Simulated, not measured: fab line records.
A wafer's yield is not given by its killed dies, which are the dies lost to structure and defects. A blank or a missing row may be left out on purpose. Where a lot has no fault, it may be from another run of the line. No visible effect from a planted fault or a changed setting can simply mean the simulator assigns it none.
fab line records	flow sky130
[record] lots = 12	wafers = 36	last-day = 50
route steps=708 shown METAL1@438 METAL2@484
lots that met no fault: from a run of the same line without faults
start-h: hours from the record's opening day to when the first of the lot's shown wafers began	wait-h: how many hours have passed since the lot's step before this one	" identical to the entry in the row above	L1.1+2: one row covering several wafers at once	- no value, or no start was given	* or withheld: withheld	< > ~ a bound
route shown NAME@n: NAME is a module with steps in the file, n the number in the route of the first one	usual: mean/standard deviation of fault-free wafers	same: alike in all rows	chamber/n: place in a boat	sites: per-site readings	_std_site: their standard deviation	_edge_site: inner sites' mean taken away from outer sites' mean	radius-mm: how far each site lies from the wafer's centre	mask NAME#n: copy n	behind: the tool/chamber that last shaped the wafer	hold: why the lot was held/for how many hours/how that ended	device: which transistor (n, p or np) failed to switch	end of line: the same wafers' tests at the end of the route	a step without rows: its recipe alone	killed: at the first sort, the dies lost to defects and structure; wafer yield is something else	map: shows each die of a wafer: x if killed, . if not, _ if none is there
set.NAME: the setting that was run; set.NAME@STEP: the one run at that earlier step	model.NAME: the simulator's own value behind a step, which no gauge read
the route's steps for a sample of lots (tables are steps, rows are wafers)
services: a tool's chamber out of use, with start hour (start-h, from the record's first day; less than 0 if before it), hours out, and reason
[[steps]]
[step SKY_METAL1_SPUTTER_04]
[recipe] material = TiN	target-thk-nm = 70	power-w = 6500	time-s = 58.3	chamber-pressure-pa = 0.4
[usual] cathode-dc-power-W = 6500.0/1	throttle-valve-pct = 29.7/0.9
lot.wafer	tool	chamber	start-h	wait-h	cathode-dc-power-W	throttle-valve-pct
L984.2	pvd-sputter-02	-	736.57	0.0	6498.7	29.5
L984.4	"	-	"	"	6500.0	29.4
L984.5	"	-	"	"	6500.1	29.4
L986.2	pvd-sputter-02	-	748.79	0.0	6500.3	29.5
L986.4	"	-	"	"	6498.7	29.6
L986.5	"	-	"	"	6499.5	29.5
L985.2	pvd-sputter-02	-	750.40	0.0	6500.5	29.7
L985.5	"	-	"	"	6501.6	29.7
L985.6	"	-	"	"	6500.3	29.2
L987.2	pvd-sputter-02	-	759.98	0.0	6498.8	29.4
L987.3	"	-	"	"	6499.9	29.4
L987.5	"	-	"	"	6498.0	29.6
L989.1	pvd-sputter-01	-	772.32	0.0	6500.2	29.2
L989.3	"	-	"	"	6499.5	30.2
L989.6	"	-	"	"	6499.7	30.0
L993.4	pvd-sputter-02	-	819.13	0.0	6499.9	29.1
L993.5	"	-	"	"	6500.6	29.1
L993.6	"	-	"	"	6501.7	29.6
L997.2	pvd-sputter-02	-	856.35	0.0	6500.6	29.8
L997.4	"	-	"	"	6502.1	29.4
L997.5	"	-	"	"	6498.7	28.7
L999.1	pvd-sputter-04	-	863.81	0.0	6501.3	28.5
L999.2	"	-	"	"	6500.7	31.3
L999.6	"	-	"	"	6500.1	30.9
L100.1	pvd-sputter-02	-	880.85	0.0	6499.7	29.4
L100.4	"	-	"	"	6498.9	29.6
L100.6	"	-	"	"	6499.6	29.6
L103.1	pvd-sputter-04	-	886.11	0.0	6500.3	28.2
L103.3	"	-	"	"	6500.0	31.1
L103.5	"	-	"	"	6499.3	31.1
L102.3	pvd-sputter-01	-	892.17	0.0	6502.0	30.1
L102.4	"	-	"	"	6500.7	28.9
L102.5	"	-	"	"	6499.1	29.6
L105.3	pvd-sputter-04	-	898.47	0.0	6500.5	28.1
L105.4	"	-	"	"	6501.6	30.9
L105.5	"	-	"	"	6499.7	30.9
[step SKY_METAL1_CD_MEAS_15]
[recipe] target-cd-nm = 140
[usual] cd-nm = 139.9/1.7
lot.wafer	tool	chamber	start-h	wait-h	cd-nm
L984.2	cd-sem-02	-	763.01	-	141.9
L984.4	"	-	"	"	139.7
L984.5	"	-	"	"	141.4
L986.2	cd-sem-01	-	775.46	-	138.3
L986.4	"	-	"	"	138.9
L986.5	"	-	"	"	138.5
L985.2	cd-sem-01	-	777.35	-	139.6
L985.5	"	-	"	"	138.9
L985.6	"	-	"	"	140.3
L987.2	cd-sem-01	-	786.43	-	137.7
L987.3	"	-	"	"	137.8
L987.5	"	-	"	"	138.5
L989.1	cd-sem-02	-	798.48	-	139.4
L989.3	"	-	"	"	139.5
L989.6	"	-	"	"	140.1
L993.4	cd-sem-02	-	844.07	-	140.0
L993.5	"	-	"	"	138.5
L993.6	"	-	"	"	137.6
L997.2	cd-sem-02	-	882.45	-	139.1
L997.4	"	-	"	"	138.8
L997.5	"	-	"	"	139.2
L999.1	cd-sem-02	-	890.03	-	140.4
L999.2	"	-	"	"	142.4
L999.6	"	-	"	"	142.3
L100.1	cd-sem-01	-	905.94	-	140.3
L100.4	"	-	"	"	138.7
L100.6	"	-	"	"	138.6
L103.1	cd-sem-02	-	911.96	-	141.2
L103.3	"	-	"	"	142.2
L103.5	"	-	"	"	142.4
L102.3	cd-sem-02	-	917.83	-	137.3
L102.4	"	-	"	"	138.6
L102.5	"	-	"	"	137.2
L105.3	cd-sem-02	-	924.22	-	141.3
L105.4	"	-	"	"	141.0
L105.5	"	-	"	"	142.9
[step SKY_METAL1_DESCUM_17]
[recipe] chemistry = O2	source-power-w = 150	bias-power-w = 0	pressure-mtorr = 10	temp-c = 40	time-s = 8
[usual] drypump-motor-current-A = 5.7/0.55	he-backside-leak-sccm = 3.45/0.2	oes-product-au = 0.998/0.013
lot.wafer	tool	chamber	start-h	wait-h	drypump-motor-current-A	he-backside-leak-sccm	oes-product-au	rf-hours-counter-h
L984.2	rie-metal-04	0	763.15	0.0	4.9	3.42	1.017	12
L984.4	"	0	"	"	5.0	5.42	1.013	-
L984.5	"	1	"	"	6.1	3.45	0.988	-
L986.2	rie-metal-02	0	775.60	0.0	6.4	3.59	1.015	11
L986.4	"	0	"	"	6.4	3.58	1.024	-
L986.5	"	0	"	"	6.4	3.68	1.014	-
L985.2	rie-metal-04	0	777.48	0.0	5.0	3.46	1.025	13
L985.5	"	0	"	"	5.0	3.35	1.019	-
L985.6	"	1	"	"	6.1	3.51	0.994	-
L987.2	rie-metal-04	0	786.56	0.0	4.9	3.20	1.011	13
L987.3	"	0	"	"	4.9	3.30	1.002	-
L987.5	"	0	"	"	4.9	3.31	0.999	-
L989.1	rie-metal-02	1	798.63	0.0	5.7	3.24	0.996	4
L989.3	"	1	"	"	5.7	3.56	0.994	-
L989.6	"	1	"	"	5.7	3.44	0.988	-
L993.4	rie-metal-04	0	844.17	0.0	4.9	3.24	1.005	-
L993.5	"	0	"	"	4.9	3.19	1.006	-
L993.6	"	1	"	"	6.0	3.45	0.988	-
L997.2	rie-metal-02	1	882.58	0.0	5.7	3.70	0.997	7
L997.4	"	0	"	"	6.4	3.65	1.025	-
L997.5	"	1	"	"	5.7	3.45	0.992	-
L999.1	rie-metal-01	0	890.18	0.0	5.3	3.31	0.989	14
L999.2	"	1	"	"	6.6	3.61	0.998	9
L999.6	"	1	"	"	6.6	3.48	1.003	-
L100.1	rie-metal-02	0	906.10	0.0	6.4	3.56	1.015	17
L100.4	"	0	"	"	6.4	3.49	1.020	-
L100.6	"	1	"	"	5.7	3.37	0.989	-
L103.1	rie-metal-02	0	912.11	0.0	6.4	3.41	1.027	17
L103.3	"	1	"	"	5.7	3.58	0.991	-
L103.5	"	1	"	"	5.7	3.48	1.001	-
L102.3	rie-metal-04	1	917.97	0.0	6.1	3.55	0.982	-
L102.4	"	1	"	"	6.1	3.44	0.986	-
L102.5	"	1	"	"	6.1	3.30	0.990	-
L105.3	rie-metal-01	0	924.36	0.0	5.3	3.46	0.991	-
L105.4	"	0	"	"	5.3	3.41	0.990	-
L105.5	"	0	"	"	5.3	3.55	0.989	-
[step SKY_METAL2_SPUTTER_01]
[recipe] material = TiN	target-thk-nm = 20	power-w = 6500	time-s = 16.7	chamber-pressure-pa = 0.4
[usual] cathode-dc-power-W = 6500.1/1.2	throttle-valve-pct = 29.7/0.54
lot.wafer	tool	chamber	start-h	wait-h	cathode-dc-power-W	throttle-valve-pct
L984.2	pvd-sputter-01	-	792.40	0.0	6499.6	29.5
L984.4	"	-	"	"	6501.3	29.3
L984.5	"	-	"	"	6499.1	29.5
L986.2	pvd-sputter-03	-	805.08	0.0	6498.6	29.0
L986.4	"	-	"	"	6501.3	31.0
L986.5	"	-	"	"	6500.9	30.0
L985.2	pvd-sputter-01	-	806.69	0.0	6501.3	28.8
L985.5	"	-	"	"	6498.6	29.6
L985.6	"	-	"	"	6500.3	30.2
L987.2	pvd-sputter-03	-	815.20	0.0	6498.3	29.0
L987.3	"	-	"	"	6498.7	29.9
L987.5	"	-	"	"	6499.3	30.5
L989.1	pvd-sputter-02	-	827.66	0.0	6499.4	28.8
L989.3	"	-	"	"	6500.3	29.4
L989.6	"	-	"	"	6500.6	29.3
L993.4	pvd-sputter-03	-	872.36	0.0	6499.2	30.5
L993.5	"	-	"	"	6258.8	29.4
L993.6	"	-	"	"	6501.3	29.3
L997.2	pvd-sputter-01	-	911.65	0.0	6499.6	30.3
L997.4	"	-	"	"	6499.3	29.2
L997.5	"	-	"	"	6501.1	29.3
L999.1	pvd-sputter-01	-	918.92	0.0	6501.4	30.3
L999.2	"	-	"	"	6499.5	30.3
L999.6	"	-	"	"	6499.3	30.2
L100.1	pvd-sputter-01	-	933.08	0.0	6500.4	29.3
L100.4	"	-	"	"	6498.4	30.0
L100.6	"	-	"	"	6500.8	29.6
L103.1	pvd-sputter-01	-	940.13	0.0	6500.2	29.3
L103.3	"	-	"	"	6501.3	29.9
L103.5	"	-	"	"	6498.7	30.2
L102.3	pvd-sputter-01	-	945.20	0.0	6500.5	30.1
L102.4	"	-	"	"	6501.2	29.7
L102.5	"	-	"	"	6501.4	30.2
L105.3	pvd-sputter-01	-	951.36	0.0	6500.2	30.0
L105.4	"	-	"	"	6502.6	29.5
L105.5	"	-	"	"	6500.2	30.1
[[services]]
tool	chamber	start-h	hours	kind
rie-metal-04	-	715.06	1.1	repair
pvd-sputter-02	-	716.50	4.4	repair
rie-metal-04	-	716.94	0.3	repair
rie-metal-01	-	733.99	5.8	repair
rie-metal-02	1	748.33	6.5	repair
rie-metal-04	0	751.44	2.2	repair
rie-metal-01	-	771.00	26.5	repair
rie-metal-01	-	797.58	1.4	pm
rie-metal-02	1	800.17	1.5	repair
pvd-sputter-04	-	806.81	2.7	repair
rie-metal-02	-	833.35	2.8	pm
pvd-sputter-03	-	848.06	4.5	repair
pvd-sputter-03	-	868.07	4.1	repair
rie-metal-04	1	882.67	-	clean
rie-metal-04	1	882.67	21.5	scheduled-down
rie-metal-04	1	882.67	21.5	vent-cycle
rie-metal-01	1	902.06	73.1	repair
rie-metal-04	0	904.15	-	clean
rie-metal-04	0	904.15	32.8	scheduled-down
rie-metal-02	-	921.47	15.6	pm
rie-metal-02	-	938.23	0.4	repair
rie-metal-02	-	938.30	1.4	repair
rie-metal-02	-	946.98	1.5	repair
rie-metal-01	0	950.78	12.2	repair
[[key]]
[first-sign] step = SKY_METAL2_SPUTTER_01	reading = cathode-dc-power-W	direction = down	sigmas = 99+	usual = 6500.1	struck = 6258.8
effect none on later readings
met-at SKY_METAL2_SPUTTER_01
struck-lots L993
struck-wafers L993.5
not-acting-at SKY_METAL1_SPUTTER_04,SKY_METAL1_CD_MEAS_15,SKY_METAL1_DESCUM_17
onset-between 815.20 872.36
[fault] kind = process-parameter-drift	tool = pvd-sputter-03	chamber = -	onset-h = 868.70	steps = SKY_METAL2_SPUTTER_01	channel = power-w	offset = *	shape = step	end-h = 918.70	acts-in = *	stated = *	scope = struck-wafers-only
